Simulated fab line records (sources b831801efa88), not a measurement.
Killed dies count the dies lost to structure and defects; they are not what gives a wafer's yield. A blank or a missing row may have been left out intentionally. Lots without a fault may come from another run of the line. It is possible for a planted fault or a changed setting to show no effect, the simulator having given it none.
fab line records	flow sky130
record lots=5	wafers=15	last-day=50
route steps=708 shown METAL2@500 VIA2@507
lots with no fault: from the same line, run without faults
start-h: hours from the record's opening day to when the first of the lot's shown wafers began	wait-h: hours from the lot's prior step to this one	" as in the row above	L1.1+2: a row that stands for several wafers	- no value, or no start was given	* or withheld: withheld	< > ~ a bound
route shown NAME@n: a module of which the file shows steps, and the number in the route of the first	usual: average and standard deviation across the fault-free wafers	same: alike in all rows	chamber/n: place in a boat	sites: per-site readings	_std_site: their standard deviation	_edge_site: inner sites' mean taken away from outer sites' mean	radius-mm: for every site, how far away it sits from the centre of the wafer	mask NAME#n: copy n	behind: the most recent tool/chamber to have shaped the wafer	hold: the reason the lot was held/the length of the hold in hours/how it ended	device: names the non-switching transistor (n, p or np)	end of line: the same wafers' tests at the end of the route	for a step that has no rows: nothing shown but its recipe	killed: dies that structure and defects cost at the first sort, which is not the same as the wafer's yield	map: a wafer's dies, marking killed ones x, the rest . and places with no die _
set.NAME: the setting the step ran with; set.NAME@STEP: the setting that earlier step ran with	model.NAME: the simulator's own value behind a step, which no gauge read
lots at selected steps of the route; one table per step, one row per wafer
services: when a tool's chamber went out of use (start-h, in hours from the record's first day, below 0 if earlier), for how many hours, and the reason
## steps
# step SKY_METAL2_DESCUM_17
# recipe chemistry=O2	source-power-w=150	bias-power-w=0	pressure-mtorr=10	temp-c=40	time-s=8
# usual drypump-motor-current-A=5.7/0.59	oes-product-au=1.001/0.011
lot.wafer	tool	chamber	start-h	wait-h	drypump-motor-current-A	oes-product-au	rf-hours-counter-h
L075.1	rie-metal-03	1	810.60	0.0	6.0	0.994	14
L075.3	"	0	"	"	6.5	1.009	-
L075.6	"	1	"	"	6.0	0.988	-
L076.2	rie-metal-04	0	835.51	0.0	5.0	1.002	9
L076.3	"	0	"	"	5.0	1.014	-
L076.4	"	1	"	"	6.2	1.034	-
L090.4	rie-metal-04	1	949.21	0.0	6.2	1.012	-
L090.5	"	1	"	"	6.2	1.004	-
L090.6	"	0	"	"	5.0	1.015	-
L089.2	rie-metal-04	1	952.50	0.0	6.2	1.013	1
L089.3	"	0	"	"	5.1	1.014	-
L089.4	"	1	"	"	6.2	1.010	-
L094.2	rie-metal-01	1	971.45	0.0	5.8	0.987	5
L094.4	"	0	"	"	4.9	0.996	-
L094.6	"	0	"	"	4.9	0.992	-
# step SKY_METAL2_ETCH_18
# recipe chemistry=N2/H2	target=BARC	ion-energy-ev=200	bias-w=100	pressure-mtorr=30	n2-flow-sccm=100	h2-flow-sccm=200	icp-w=500	stop-on=SiO2	time-s=45.9	target-depth-a=600
# usual drypump-motor-current-A=5.7/0.59	oes-product-au=0.855/0.0047	throttle-valve-pct=13.224/0.0095
lot.wafer	tool	chamber	start-h	wait-h	drypump-motor-current-A	oes-product-au	rf-hours-counter-h	throttle-valve-pct
L075.1	rie-metal-03	1	810.63	0.0	6.0	0.857	14	13.227
L075.3	"	0	"	"	6.5	0.855	-	13.223
L075.6	"	1	"	"	6.0	0.861	-	13.228
L076.2	rie-metal-04	0	835.54	0.0	5.1	0.848	9	13.218
L076.3	"	0	"	"	5.1	0.859	-	13.239
L076.4	"	1	"	"	6.2	0.852	-	13.240
L090.4	rie-metal-04	1	949.25	0.0	6.2	0.850	-	13.222
L090.5	"	1	"	"	6.2	0.859	-	13.231
L090.6	"	0	"	"	5.1	0.857	-	13.231
L089.2	rie-metal-04	1	952.53	0.0	6.2	0.853	1	13.234
L089.3	"	0	"	"	5.0	0.851	-	13.235
L089.4	"	1	"	"	6.2	0.850	-	13.228
L094.2	rie-metal-01	1	971.48	0.0	5.8	0.852	5	13.217
L094.4	"	0	"	"	4.9	0.861	-	13.222
L094.6	"	0	"	"	4.9	0.860	-	13.230
# step SKY_METAL2_METAL_ETCH_19
# recipe target-depth-a=3600	stop-on=SiO2	over-etch-frac=0.3	time-s=78	chemistry=Cl2/BCl3	resist-sidewall-deg=88	pressure-mtorr=10	icp-w=900	bias-w=48.5	Cl2_flow_sccm=60	bcl3-flow-sccm=30
# usual drypump-motor-current-A=5.7/0.59	oes-product-au=0.855/0.0063	throttle-valve-pct=22.266/0.0089
lot.wafer	tool	chamber	start-h	wait-h	drypump-motor-current-A	oes-product-au	rf-hours-counter-h	throttle-valve-pct
L075.1	rie-metal-03	1	810.69	0.0	5.9	0.864	15	22.272
L075.3	"	0	"	"	6.5	0.860	-	22.257
L075.6	"	1	"	"	6.0	0.870	-	22.263
L076.2	rie-metal-04	0	835.60	0.0	5.0	0.854	9	22.260
L076.3	"	0	"	"	5.0	0.851	-	22.262
L076.4	"	1	"	"	6.2	0.849	-	22.271
L090.4	rie-metal-04	1	949.32	0.1	6.2	0.845	-	22.267
L090.5	"	1	"	"	6.2	0.858	-	22.251
L090.6	"	0	"	"	5.1	0.855	-	22.279
L089.2	rie-metal-04	1	952.59	0.0	6.2	0.865	1	22.260
L089.3	"	0	"	"	5.0	0.859	-	22.259
L089.4	"	1	"	"	6.2	0.871	-	22.264
L094.2	rie-metal-01	1	971.54	0.0	5.8	0.863	5	22.269
L094.4	"	0	"	"	4.9	0.850	-	22.276
L094.6	"	0	"	"	4.9	0.852	-	22.283
# step SKY_METAL2_STRIP_20
# recipe chemistry=O2/N2	power-w=1400	pressure-mtorr=1500	platen-temp-c=withheld	o2-flow-sccm=3000	n2-flow-sccm=300	overash-fraction=0.5
# usual drypump-motor-current-A=5.7/0.46	oes-product-au=0.343/0.0054	strip-time-to-endpoint-s=2.69/0.047
lot.wafer	tool	chamber	start-h	wait-h	drypump-motor-current-A	oes-product-au	rf-hours-counter-h	strip-time-to-endpoint-s
L075.1	plasma-asher-02	1	810.78	0.1	4.8	0.347	99	2.72
L075.3	"	0	"	"	6.1	0.339	-	2.67
L075.6	"	0	"	"	6.1	0.343	-	2.73
L076.2	plasma-asher-04	1	835.69	0.1	5.7	0.337	71	2.60
L076.3	"	1	"	"	5.7	0.346	-	2.64
L076.4	"	0	"	"	5.9	0.326	-	2.56
L090.4	plasma-asher-04	1	949.42	0.1	5.7	0.341	-	2.67
L090.5	"	1	"	"	5.7	0.348	-	2.67
L090.6	"	0	"	"	5.9	0.343	-	2.62
L089.2	plasma-asher-03	1	952.68	0.1	6.2	0.340	52	2.66
L089.3	"	0	"	"	5.8	0.337	-	2.65
L089.4	"	1	"	"	6.2	0.350	-	2.64
L094.2	plasma-asher-03	1	971.63	0.1	6.2	0.344	55	2.74
L094.4	"	1	"	"	6.2	0.351	-	2.72
L094.6	"	1	"	"	6.2	0.344	-	2.70
# step SKY_METAL2_STRIP_21
# recipe chemistry=post-etch-residue-remover	time-s=1200	temp-c=72.5
lot.wafer	tool	chamber	start-h	wait-h
L075.1+3+6	wet-bench-04	0	810.88	0.1
L076.2+3+4	wet-bench-02	2	835.79	0.1
L090.4+5+6	wet-bench-03	2	949.48	0.0
L089.2+3+4	wet-bench-02	2	952.78	0.1
L094.2+4+6	wet-bench-03	0	971.73	0.1
# step SKY_METAL2_CLEAN_22
# recipe chemistry=IPA	time-s=180	temp-c=25
lot.wafer	tool	chamber	start-h	wait-h
L075.1+3+6	wet-bench-04	0	811.26	0.0
L076.2+3+4	wet-bench-03	0	836.14	0.0
L090.4+5+6	wet-bench-04	0	949.86	0.0
L089.2+3+4	wet-bench-04	2	953.12	0.0
L094.2+4+6	wet-bench-03	1	972.07	0.0
# step SKY_METAL2_CLEAN_23
# recipe chemistry=O3/DIW	dry=n2-spin
lot.wafer	tool	chamber	start-h	wait-h
L075.1+3+6	wet-bench-04	2	811.31	0.0
L076.2+3+4	wet-bench-02	1	836.19	0.0
L090.4+5+6	wet-bench-03	2	949.91	0.0
L089.2+3+4	wet-bench-03	2	953.18	0.0
L094.2+4+6	wet-bench-03	2	972.13	0.0
# step SKY_VIA2_HDPCVD_00
# recipe material=SiO2	target-thk-nm=1180	sigma-open-frac=0.3	time-s=196.7	temp-c=400	sih4-flow-sccm=60	pressure-mtorr=6
# usual pressure-mtorr=6.001/0.011
lot.wafer	tool	chamber	start-h	wait-h	pressure-mtorr
L075.1	hdpcvd-02	1	811.41	0.0	6.020
L075.3	"	2	"	"	5.993
L075.6	"	0	"	"	6.012
L076.2	hdpcvd-02	0	836.29	0.0	5.997
L076.3	"	2	"	"	6.014
L076.4	"	0	"	"	6.011
L090.4	hdpcvd-02	0	950.08	0.1	5.992
L090.5	"	2	"	"	5.993
L090.6	"	1	"	"	6.013
L089.2	hdpcvd-01	0	953.27	0.0	6.010
L089.3	"	2	"	"	5.987
L089.4	"	1	"	"	5.996
L094.2	hdpcvd-01	0	972.22	0.0	5.981
L094.4	"	0	"	"	5.975
L094.6	"	2	"	"	5.982
# step SKY_VIA2_THK_MEAS_01
# recipe reads=SiO2_of_VIA2_HDPCVD_00
# usual VIA2_HDPCVD_THK=1180/13
lot.wafer	tool	chamber	start-h	wait-h	VIA2_HDPCVD_THK[nm]
L075.1	film-metro-04	-	811.53	0.1	1182
L075.3	"	-	"	"	1176
L075.6	"	-	"	"	1186
L076.2	film-metro-02	-	836.42	0.1	1158
L076.3	"	-	"	"	1149
L076.4	"	-	"	"	1162
L090.4	film-metro-04	-	950.17	0.0	1181
L090.5	"	-	"	"	1161
L090.6	"	-	"	"	1175
L089.2	film-metro-04	-	953.41	0.1	1167
L089.3	"	-	"	"	1155
L089.4	"	-	"	"	1160
L094.2	film-metro-04	-	972.36	0.1	1168
L094.4	"	-	"	"	1192
L094.6	"	-	"	"	1169
# step SKY_VIA2_CMP_02
# recipe material=SiO2	down-force-psi=4	platen-rpm=60	pad-velocity-m-s=0.94248
# usual edge-zone-pressure-frac=1.000/0.0048	motor-current-A=11.9/1.4	slurry-filter-dp-kPa=13.49/0.13
lot.wafer	tool	chamber	start-h	wait-h	edge-zone-pressure-frac	motor-current-A	slurry-filter-dp-kPa
L075.3	cmp-01	2	811.59	0.0	1.013	14.9	13.50
L075.1	"	3	"	"	1.003	13.5	13.43
L075.6	"	2	"	"	1.014	14.7	13.73
L076.2	cmp-02	2	836.47	0.0	0.996	11.8	13.61
L076.4	"	3	"	"	1.005	11.9	13.50
L076.3	"	0	"	"	0.999	11.5	13.47
L090.4	cmp-01	3	950.30	0.1	1.006	13.5	13.43
L090.5	"	1	"	"	0.998	10.7	13.49
L090.6	"	2	"	"	1.004	15.1	13.63
L089.2	cmp-02	2	953.51	0.1	1.006	11.4	13.42
L089.3	"	3	"	"	1.009	12.7	13.37
L089.4	"	0	"	"	1.001	12.1	13.74
L094.4	cmp-02	2	972.41	0.0	0.996	11.9	13.43
L094.2	"	1	"	"	1.007	10.0	13.68
L094.6	"	2	"	"	1.002	12.1	13.36
# step SKY_VIA2_BOW_MEAS_03
# recipe mode=bow
# usual VIA2_BOW=85/7.7
lot.wafer	tool	chamber	start-h	wait-h	VIA2_BOW[um]
L075.1	film-metro-04	-	811.89	0.2	98
L075.3	"	-	"	"	84
L075.6	"	-	"	"	76
L076.2	film-metro-04	-	836.79	0.3	78
L076.3	"	-	"	"	86
L076.4	"	-	"	"	83
L090.4	film-metro-04	-	950.56	0.2	80
L090.5	"	-	"	"	84
L090.6	"	-	"	"	75
L089.2	film-metro-02	-	953.78	0.2	99
L089.3	"	-	"	"	89
L089.4	"	-	"	"	90
L094.2	film-metro-03	-	972.73	0.1	79
L094.4	"	-	"	"	83
L094.6	"	-	"	"	90
# step SKY_VIA2_DEHYDRATE_04
# recipe temp-c=200	time-s=60
# usual exhaust-pa=45.0/0.88	resist-line-temp-C=23.01/0.097
lot.wafer	tool	chamber	start-h	wait-h	exhaust-pa	resist-line-temp-C
L075.1	litho-track-01	0	823.96	12.0	43.7	23.09
L075.3	"	0	"	"	44.0	22.90
L075.6	"	0	"	"	44.4	22.94
L076.2	litho-track-01	0	849.38	12.6	45.4	23.01
L076.3	"	0	"	"	44.9	23.04
L076.4	"	0	"	"	45.7	22.89
L090.4	litho-track-03	0	961.81	11.2	43.3	22.99
L090.5	"	0	"	"	42.8	22.97
L090.6	"	0	"	"	45.0	23.06
L089.2	litho-track-03	0	964.71	10.9	45.6	23.12
L089.3	"	0	"	"	44.9	23.21
L089.4	"	0	"	"	43.9	23.05
L094.2	litho-track-03	0	983.16	10.4	45.3	22.94
L094.4	"	0	"	"	44.8	23.19
L094.6	"	0	"	"	45.4	22.99
# step SKY_VIA2_HMDS_05
# recipe prime-time-s=60	prime-temp-c=120
# usual exhaust-pa=44.5/0.92	resist-line-temp-C=23.01/0.11
lot.wafer	tool	chamber	start-h	wait-h	exhaust-pa	resist-line-temp-C
L075.1	litho-track-01	0	824.11	0.1	45.0	22.98
L075.3	"	0	"	"	43.5	23.08
L075.6	"	0	"	"	44.7	23.13
L076.2	litho-track-01	0	849.53	0.1	43.3	23.11
L076.3	"	0	"	"	43.4	23.23
L076.4	"	0	"	"	43.9	23.13
L090.4	litho-track-03	0	961.96	0.1	44.6	23.13
L090.5	"	0	"	"	44.4	22.94
L090.6	"	0	"	"	45.0	23.00
L089.2	litho-track-03	0	964.86	0.1	43.8	23.00
L089.3	"	0	"	"	44.5	22.91
L089.4	"	0	"	"	44.1	23.12
L094.2	litho-track-03	0	983.31	0.1	45.3	22.84
L094.4	"	0	"	"	45.7	22.91
L094.6	"	0	"	"	44.5	23.06
# step SKY_VIA2_COAT_06
# recipe resist=BARC	temp-c=withheld	time-s=withheld	spin-rpm=3000	resist-thk-nm=60
# usual exhaust-pa=45.1/0.84	resist-line-temp-C=*
lot.wafer	tool	chamber	start-h	wait-h	exhaust-pa	resist-line-temp-C
L075.1	litho-track-01	0	824.26	0.1	45.0	*
L075.3	"	0	"	"	46.2	*
L075.6	"	0	"	"	44.5	*
L076.2	litho-track-01	0	849.68	0.1	44.2	*
L076.3	"	0	"	"	44.6	*
L076.4	"	0	"	"	44.5	*
L090.4	litho-track-03	0	962.11	0.1	45.0	*
L090.5	"	0	"	"	45.3	*
L090.6	"	0	"	"	45.6	*
L089.2	litho-track-03	0	965.01	0.1	44.4	*
L089.3	"	0	"	"	45.0	*
L089.4	"	0	"	"	44.3	*
L094.2	litho-track-03	0	983.46	0.1	46.2	*
L094.4	"	0	"	"	43.3	*
L094.6	"	0	"	"	45.5	*
# step SKY_VIA2_COAT_07
# recipe resist=KrF-thick	spin-rpm=3000	resist-thk-nm=450
# usual exhaust-pa=45.1/0.91	resist-line-temp-C=23.00/0.1
lot.wafer	tool	chamber	start-h	wait-h	exhaust-pa	resist-line-temp-C
L075.1	litho-track-01	0	-	-	45.2	22.86
L075.3	"	0	"	"	44.8	22.97
L075.6	"	0	"	"	44.3	22.86
L076.2	litho-track-01	0	-	-	45.3	22.97
L076.3	"	0	"	"	46.1	23.07
L076.4	"	0	"	"	45.4	23.10
L090.4	litho-track-03	0	-	-	44.9	23.07
L090.5	"	0	"	"	44.9	22.95
L090.6	"	0	"	"	44.7	22.97
L089.2	litho-track-03	0	-	-	45.6	22.96
L089.3	"	0	"	"	43.8	22.91
L089.4	"	0	"	"	43.9	23.09
L094.2	litho-track-03	0	-	-	44.9	23.08
L094.4	"	0	"	"	45.4	22.97
L094.6	"	0	"	"	44.9	23.07
# step SKY_VIA2_SOFTBAKE_08
# recipe temp-c=100	time-s=90	resist=KrF-thick
# usual exhaust-pa=45.0/0.87	resist-line-temp-C=22.98/0.098
lot.wafer	tool	chamber	start-h	wait-h	exhaust-pa	resist-line-temp-C
L075.1	litho-track-01	0	-	-	46.0	22.93
L075.3	"	0	"	"	44.3	22.91
L075.6	"	0	"	"	46.1	23.13
L076.2	litho-track-01	0	-	-	43.7	23.02
L076.3	"	0	"	"	43.5	23.04
L076.4	"	0	"	"	44.0	22.88
L090.4	litho-track-03	0	-	-	43.0	23.01
L090.5	"	0	"	"	44.4	22.80
L090.6	"	0	"	"	44.2	22.96
L089.2	litho-track-03	0	-	-	45.0	23.04
L089.3	"	0	"	"	45.2	22.93
L089.4	"	0	"	"	45.4	23.01
L094.2	litho-track-03	0	-	-	46.0	22.84
L094.4	"	0	"	"	45.2	22.92
L094.6	"	0	"	"	44.7	23.06
# step SKY_VIA2_EXPOSE_09
# recipe mask-id=VIM2	na=0.8	source-shape=annular	sigma-inner=0.55	sigma-outer=0.85	target-cd-nm=200	dose-mj=38
# usual stage-vel-mm-s=500.01/0.26
# same sigma-inner=0.55
lot.wafer	tool	chamber	start-h	wait-h	mask	stage-vel-mm-s
L075.1	krf-scanner-02	0	-	-	VIM2#0	499.94
L075.3	"	0	"	"	VIM2#0	500.04
L075.6	"	0	"	"	VIM2#0	499.95
L076.2	krf-scanner-01	0	-	-	VIM2#0	500.01
L076.3	"	0	"	"	VIM2#0	500.19
L076.4	"	0	"	"	VIM2#0	500.19
L090.4	krf-scanner-01	0	-	-	VIM2#0	500.00
L090.5	"	0	"	"	VIM2#0	499.99
L090.6	"	0	"	"	VIM2#0	500.15
L089.2	krf-scanner-01	0	-	-	VIM2#0	500.06
L089.3	"	0	"	"	VIM2#0	500.13
L089.4	"	0	"	"	VIM2#0	500.25
L094.2	krf-scanner-01	0	-	-	VIM2#0	499.65
L094.4	"	0	"	"	VIM2#0	500.30
L094.6	"	0	"	"	VIM2#0	500.20
# step SKY_VIA2_PEB_10
# recipe peb-temp-c=withheld	peb-time-s=withheld	resist=KrF-thick
# usual exhaust-pa=45.0/0.79	resist-line-temp-C=*
lot.wafer	tool	chamber	start-h	wait-h	exhaust-pa	resist-line-temp-C
L075.1	litho-track-01	0	-	-	45.0	*
L075.3	"	0	"	"	44.0	*
L075.6	"	0	"	"	45.4	*
L076.2	litho-track-04	0	-	-	44.0	*
L076.3	"	0	"	"	43.8	*
L076.4	"	0	"	"	44.3	*
L090.4	litho-track-04	0	-	-	44.6	*
L090.5	"	0	"	"	44.3	*
L090.6	"	0	"	"	45.1	*
L089.2	litho-track-03	0	-	-	45.4	*
L089.3	"	0	"	"	45.6	*
L089.4	"	0	"	"	45.2	*
L094.2	litho-track-01	0	-	-	45.6	*
L094.4	"	0	"	"	44.9	*
L094.6	"	0	"	"	46.7	*
# step SKY_VIA2_DEVELOP_11
# recipe develop-time-s=60	resist=KrF-thick	dev-temp-c=21.62
# usual exhaust-pa=45.0/0.83	resist-line-temp-C=23.01/0.11
lot.wafer	tool	chamber	start-h	wait-h	exhaust-pa	resist-line-temp-C
L075.1	litho-track-01	0	-	-	43.8	23.13
L075.3	"	0	"	"	44.2	22.91
L075.6	"	0	"	"	43.5	23.08
L076.2	litho-track-04	0	-	-	46.1	23.00
L076.3	"	0	"	"	45.3	22.88
L076.4	"	0	"	"	45.6	22.87
L090.4	litho-track-04	0	-	-	44.5	22.98
L090.5	"	0	"	"	43.6	23.01
L090.6	"	0	"	"	44.1	23.10
L089.2	litho-track-03	0	-	-	45.1	22.94
L089.3	"	0	"	"	44.9	23.03
L089.4	"	0	"	"	45.0	23.04
L094.2	litho-track-01	0	-	-	43.9	23.13
L094.4	"	0	"	"	44.9	22.93
L094.6	"	0	"	"	45.3	23.14
# step SKY_VIA2_CD_MEAS_12
# recipe target-cd-nm=200
# usual cd-nm=200.1/1.7
lot.wafer	tool	chamber	start-h	wait-h	cd-nm
L075.1	cd-sem-01	-	838.46	-	201.1
L075.3	"	-	"	"	201.6
L075.6	"	-	"	"	200.8
L076.2	cd-sem-02	-	862.96	-	199.8
L076.3	"	-	"	"	199.5
L076.4	"	-	"	"	199.0
L090.4	cd-sem-02	-	974.25	-	199.2
L090.5	"	-	"	"	199.9
L090.6	"	-	"	"	198.7
L089.2	cd-sem-01	-	977.35	-	200.6
L089.3	"	-	"	"	199.9
L089.4	"	-	"	"	200.7
L094.2	cd-sem-01	-	995.58	-	203.3
L094.4	"	-	"	"	203.1
L094.6	"	-	"	"	202.7
# step SKY_VIA2_OVL_MEAS_13
# usual VIA2_OVL=2/5.7
lot.wafer	tool	chamber	start-h	wait-h	VIA2_OVL[nm]
L075.1	overlay-01	-	838.58	0.1	7
L075.3	"	-	"	"	12
L075.6	"	-	"	"	-2
L076.2	overlay-02	-	863.07	0.1	-2
L076.3	"	-	"	"	0
L076.4	"	-	"	"	-3
L090.4	overlay-02	-	974.33	0.1	-1
L090.5	"	-	"	"	-1
L090.6	"	-	"	"	-7
L089.2	overlay-01	-	977.46	0.1	1
L089.3	"	-	"	"	-3
L089.4	"	-	"	"	2
L094.2	overlay-02	-	995.68	0.1	-8
L094.4	"	-	"	"	-6
L094.6	"	-	"	"	-6
# step SKY_VIA2_ETCH_14
# recipe chemistry=N2/H2	target=BARC	ion-energy-ev=200	source-w=500	bias-w=100	pressure-mtorr=30	n2-flow-sccm=100	h2-flow-sccm=200	stop-on=SiO2	time-s=45.9	target-depth-a=600
# usual drypump-motor-current-A=5.6/0.47	oes-product-au=0.855/0.0049	throttle-valve-pct=13.225/0.0079
lot.wafer	tool	chamber	start-h	wait-h	drypump-motor-current-A	oes-product-au	rf-hours-counter-h	throttle-valve-pct
L075.1	rie-diel-02	3	838.61	0.0	6.1	0.856	2	13.225
L075.3	"	2	"	"	5.8	0.851	1	13.232
L075.6	"	3	"	"	6.2	0.849	-	13.204
L076.2	rie-diel-02	0	863.10	0.0	5.0	0.862	9	13.234
L076.3	"	3	"	"	6.1	0.857	3	13.237
L076.4	"	2	"	"	5.8	0.854	2	13.244
L090.4	rie-diel-04	3	974.37	0.0	5.5	0.846	-	13.230
L090.5	"	2	"	"	5.0	0.853	-	13.217
L090.6	"	0	"	"	5.9	0.849	-	13.222
L089.2	rie-diel-02	2	977.49	0.0	5.8	0.863	5	13.223
L089.3	"	3	"	"	6.2	0.859	6	13.221
L089.4	"	1	"	"	5.0	0.855	22	13.247
L094.2	rie-diel-02	0	995.71	0.0	4.9	0.854	13	13.223
L094.4	"	2	"	"	5.8	0.843	6	13.213
L094.6	"	1	"	"	5.0	0.856	-	13.235
# step SKY_VIA2_ETCH_15
# recipe target=SiO2	chemistry=C4F8/O2/Ar	target-depth-nm=546	stop-on=TiN	mask-material=KrF-thick	source-w=1500	bias-w=1200	pressure-mtorr=40	c4f8-flow-sccm=withheld	O2_flow_sccm=6	Ar_flow_sccm=300	time-s=84
# usual oes-product-au=0.939/0.0048
lot.wafer	tool	chamber	start-h	wait-h	oes-product-au	rf-hours-counter-h
L075.1	rie-diel-02	3	838.65	0.0	0.944	2
L075.3	"	2	"	"	0.931	1
L075.6	"	3	"	"	0.938	-
L076.2	rie-diel-02	0	863.14	0.0	0.943	9
L076.3	"	3	"	"	0.934	3
L076.4	"	2	"	"	0.945	2
L090.4	rie-diel-04	3	974.42	0.0	0.938	-
L090.5	"	2	"	"	0.925	-
L090.6	"	0	"	"	0.941	-
L089.2	rie-diel-02	2	977.53	0.0	0.942	5
L089.3	"	3	"	"	0.931	6
L089.4	"	1	"	"	0.928	22
L094.2	rie-diel-02	0	995.76	0.0	0.938	13
L094.4	"	2	"	"	0.938	6
L094.6	"	1	"	"	0.939	-
# step SKY_VIA2_STRIP_16
# recipe chemistry=O2/N2	power-w=1400	pressure-mtorr=1500	platen-temp-c=withheld	o2-flow-sccm=3000	n2-flow-sccm=300	overash-fraction=0.5
# usual drypump-motor-current-A=5.76/0.25	oes-product-au=0.398/0.005	strip-time-to-endpoint-s=4.038/0.028
lot.wafer	tool	chamber	start-h	wait-h	drypump-motor-current-A	oes-product-au	rf-hours-counter-h	strip-time-to-endpoint-s
L075.1	plasma-asher-01	1	838.72	0.0	5.50	0.399	9	4.050
L075.3	"	1	"	"	5.48	0.392	-	4.061
L075.6	"	1	"	"	5.48	0.403	-	4.092
L076.2	plasma-asher-01	1	863.20	0.0	5.47	0.406	13	4.041
L076.3	"	0	"	"	5.30	0.401	-	4.040
L076.4	"	1	"	"	5.48	0.401	-	4.072
L090.4	plasma-asher-04	0	974.49	0.0	5.86	0.404	-	4.082
L090.5	"	1	"	"	5.73	0.404	-	4.056
L090.6	"	0	"	"	5.84	0.399	-	4.042
L089.2	plasma-asher-04	1	977.60	0.0	5.75	0.399	86	4.053
L089.3	"	1	"	"	5.72	0.399	-	4.049
L089.4	"	0	"	"	5.85	0.398	-	4.033
L094.2	plasma-asher-04	1	995.82	0.0	5.72	0.397	88	4.028
L094.4	"	1	"	"	5.71	0.400	-	4.077
L094.6	"	0	"	"	5.86	0.396	-	4.040
# step SKY_VIA2_STRIP_17
# recipe chemistry=post-etch-residue-remover	time-s=1200	temp-c=72.5
lot.wafer	tool	chamber	start-h	wait-h
L075.1+3+6	wet-bench-01	0	838.82	0.1
L076.2+3+4	wet-bench-03	0	863.30	0.1
L090.4+5+6	wet-bench-04	2	974.55	0.0
L089.2+3+4	wet-bench-03	2	977.70	0.1
L094.2+4+6	wet-bench-01	3	995.92	0.1
# step SKY_VIA2_CLEAN_18
# recipe chemistry=IPA	time-s=180	temp-c=25
lot.wafer	tool	chamber	start-h	wait-h
L075.1+3+6	wet-bench-04	2	839.19	0.0
L076.2+3+4	wet-bench-04	1	863.65	0.0
L090.4+5+6	wet-bench-01	3	975.24	0.0
L089.2+3+4	wet-bench-04	2	978.04	0.0
L094.2+4+6	wet-bench-03	3	996.26	0.0
# step SKY_VIA2_CLEAN_19
# recipe chemistry=O3/DIW	dry=n2-spin
lot.wafer	tool	chamber	start-h	wait-h
L075.1+3+6	wet-bench-03	0	839.25	0.0
L076.2+3+4	wet-bench-03	0	863.70	0.0
L090.4+5+6	wet-bench-03	3	975.30	0.0
L089.2+3+4	wet-bench-01	3	978.10	0.0
L094.2+4+6	wet-bench-01	3	996.32	0.0
# step SKY_VIA2_SPUTTER_20
# recipe material=TiN	target-thk-nm=20	chamber-pressure-pa=5	power-w=4000	time-s=80
# usual throttle-valve-pct=30.1/0.85
lot.wafer	tool	chamber	start-h	wait-h	throttle-valve-pct
L075.1	pvd-sputter-01	-	839.35	0.0	27.9
L075.3	"	-	"	"	30.8
L075.6	"	-	"	"	29.2
L076.2	pvd-sputter-01	-	863.80	0.0	28.2
L076.3	"	-	"	"	30.3
L076.4	"	-	"	"	28.0
L090.4	pvd-sputter-04	-	975.39	0.0	29.8
L090.5	"	-	"	"	29.9
L090.6	"	-	"	"	29.9
L089.2	pvd-sputter-03	-	978.19	0.0	30.3
L089.3	"	-	"	"	29.9
L089.4	"	-	"	"	29.8
L094.2	pvd-sputter-04	-	996.41	0.0	29.8
L094.4	"	-	"	"	31.7
L094.6	"	-	"	"	30.2
# step SKY_VIA2_CVD_21
# recipe material=W	target-thk-nm=420	time-s=126.4	temp-c=400	pressure-torr=40
# usual heater-power-w=867/47
lot.wafer	tool	chamber	start-h	wait-h	heater-power-w
L075.1	cvd-w-02	0	839.41	0.0	887
L075.3	"	1	"	"	906
L075.6	"	1	"	"	919
L076.2	cvd-w-02	0	863.86	0.0	876
L076.3	"	0	"	"	872
L076.4	"	1	"	"	919
L090.4	cvd-w-01	1	975.50	0.1	936
L090.5	"	0	"	"	801
L090.6	"	1	"	"	938
L089.2	cvd-w-01	0	978.25	0.0	790
L089.3	"	1	"	"	932
L089.4	"	0	"	"	825
L094.2	cvd-w-02	1	996.47	0.0	858
L094.4	"	0	"	"	893
L094.6	"	0	"	"	894
# step SKY_VIA2_RS_MEAS_22
# recipe thk-meas-gauge=four-point-probe	reads=W_of_VIA2_CVD_21+TiN_of_VIA2_SPUTTER_20
# usual VIA2_W_RS=0.274/0.0038
lot.wafer	tool	chamber	start-h	wait-h	VIA2_W_RS[ohm/sq]
L075.1	film-metro-03	-	839.54	0.1	0.272
L075.3	"	-	"	"	0.270
L075.6	"	-	"	"	0.272
L076.2	film-metro-04	-	864.01	0.1	0.273
L076.3	"	-	"	"	0.271
L076.4	"	-	"	"	0.273
L090.4	film-metro-04	-	975.64	0.1	0.274
L090.5	"	-	"	"	0.277
L090.6	"	-	"	"	0.272
L089.2	film-metro-02	-	978.40	0.1	0.276
L089.3	"	-	"	"	0.276
L089.4	"	-	"	"	0.279
L094.2	film-metro-04	-	996.62	0.1	0.277
L094.4	"	-	"	"	0.275
L094.6	"	-	"	"	0.274
## services
tool	chamber	start-h	hours	kind
rie-diel-02	1	802.30	9.7	repair
krf-scanner-01	-	817.31	1.0	pm
hdpcvd-02	1	828.82	4.0	repair
cvd-w-02	-	833.26	0.9	repair
krf-scanner-01	-	840.35	0.8	pm
cmp-02	-	841.17	0.8	repair
rie-diel-02	0	841.31	7.5	repair
hdpcvd-02	-	854.48	5.6	repair
rie-metal-03	-	862.05	0.9	repair
krf-scanner-01	-	866.56	5.3	repair
rie-metal-03	-	869.71	2.8	pm
rie-diel-02	0	875.42	13.0	repair
krf-scanner-01	-	876.09	3.6	pm
krf-scanner-01	-	882.98	4.4	pm
rie-metal-03	-	893.56	0.4	repair
cvd-w-02	1	894.91	11.2	repair
cvd-w-02	-	904.00	14.0	pm
cmp-02	-	912.47	4.0	pm
cmp-02	-	926.17	1.0	repair
krf-scanner-01	-	942.09	1.3	pm
hdpcvd-02	-	950.25	15.0	pm
krf-scanner-01	-	974.44	3.4	repair
krf-scanner-01	-	986.35	1.0	pm
krf-scanner-01	-	993.43	0.6	repair
## key
fault none
